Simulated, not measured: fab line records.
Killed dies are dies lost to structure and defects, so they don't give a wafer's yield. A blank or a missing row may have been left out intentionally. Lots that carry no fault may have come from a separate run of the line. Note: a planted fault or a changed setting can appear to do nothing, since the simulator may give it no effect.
Struck lot and sound lot, side by side	flow gf180mcu	14 out of 602 route steps
Sound: the wafers L101.2, L101.3, L101.4. Struck: wafers L996.2, L996.5, L996.6. At the end, the cause is stated.
Each step with rows lists, per side, the tool, then ch with its chambers, then its first start. Under that, the readings that differ: sound wafers	struck wafers	difference of the means	sigmas: that difference in standard deviations of wafers without a fault.
alike: same words and numbers on both sides, and readings whose means sit less than 2 such deviations apart. not compared: any withheld reading, any reading some wafer has no value for, any bound like >300 that may hide the same value, and any number with overlapping values for which the record gives no deviation.
A row with sigmas, a row that says differs or no value, or rows on one side alone: a step with any of these is where the two part. Numbers that have no deviation but don't overlap get no sigmas and don't part them. A reading that every wafer of one side lacks parts them only if that side has two wafers or more.

GF_V5_CMP_26: polishes, stops on SiO2, t overpolish 15 s, target thk 0 nm.
  sound on cmp-02 ch 0,1,3, day 33 07:21; struck on cmp-02 ch 2,3, day 32 06:55
  alike: motorCurrentA, overpolishRunS, retainingRingPressureFrac, timeToEndpointS
then, 1 step without rows for these wafers: GF_TOP_METAL_SPUTTER_00 (material Ti, target thk 37.5 nm, time 150 s).
GF_TOP_METAL_SPUTTER_01: material TiN, target thk 30 nm, time 25 s.
  sound: pvdSputter-04 at day 33 07:45; struck: pvdSputter-04 at day 32 07:19
  alike: cathodeDcPowerW, throttleValvePct
GF_TOP_METAL_SPUTTER_02: material AlCu, target thk 900 nm, time 47.82 s.
  sound: pvdSputter-04 at day 33 07:47; struck: pvdSputter-04 at day 32 07:20
  alike: cathodeDcPowerW, throttleValvePct
GF_TOP_METAL_SPUTTER_03: material Ti, target thk 5 nm, time 3.3 s.
  sound: pvdSputter-04 at day 33 07:49; struck: pvdSputter-04 at day 32 07:23
  alike: cathodeDcPowerW, throttleValvePct
GF_TOP_METAL_SPUTTER_04: material TiN, target thk 25 nm, time 20.8 s.
  sound: pvdSputter-04 at day 33 07:50; struck: pvdSputter-04 at day 32 07:24
  alike: cathodeDcPowerW, throttleValvePct
GF_TOP_METAL_RS_MEAS_05: uses a four-point probe to measure.
  sound: filmMetro-01 at day 33 07:53; struck: filmMetro-04 at day 32 07:27
  alike: TOP_METAL_ALCU_RS
GF_TOP_METAL_THK_MEAS_06: measures by xrf.
  sound: filmMetro-01 at day 33 08:00; struck: filmMetro-04 at day 32 07:34
  alike: TOP_METAL_ALCU_THK
then, 4 steps without rows for these wafers: GF_TOP_METAL_DEHYDRATE_07 (time 60 s); GF_TOP_METAL_HMDS_08 (prime time 60 s); GF_TOP_METAL_COAT_09 (resist thk 1500 nm); GF_TOP_METAL_SOFTBAKE_10 (time 60 s).
GF_TOP_METAL_EXPOSE_11: exposes mask MetalTop, target cd 440 nm.
  struck on ilineStepper-02, day 32 15:49; sound on ilineStepper-02 ch 0, day 33 16:16
  no value came back on the struck wafers for exposureDoseMJCm2, focusOffsetNm (nm); on the sound wafers exposureDoseMJCm2 reads 169.86 169.98 170.06
  alike: mask
following that, these wafers have no rows for 1 step: GF_TOP_METAL_PEB_12.

WHERE THEY PART
Only at GF_TOP_METAL_EXPOSE_11, within this record.

WHY: the cause the simulator had injected
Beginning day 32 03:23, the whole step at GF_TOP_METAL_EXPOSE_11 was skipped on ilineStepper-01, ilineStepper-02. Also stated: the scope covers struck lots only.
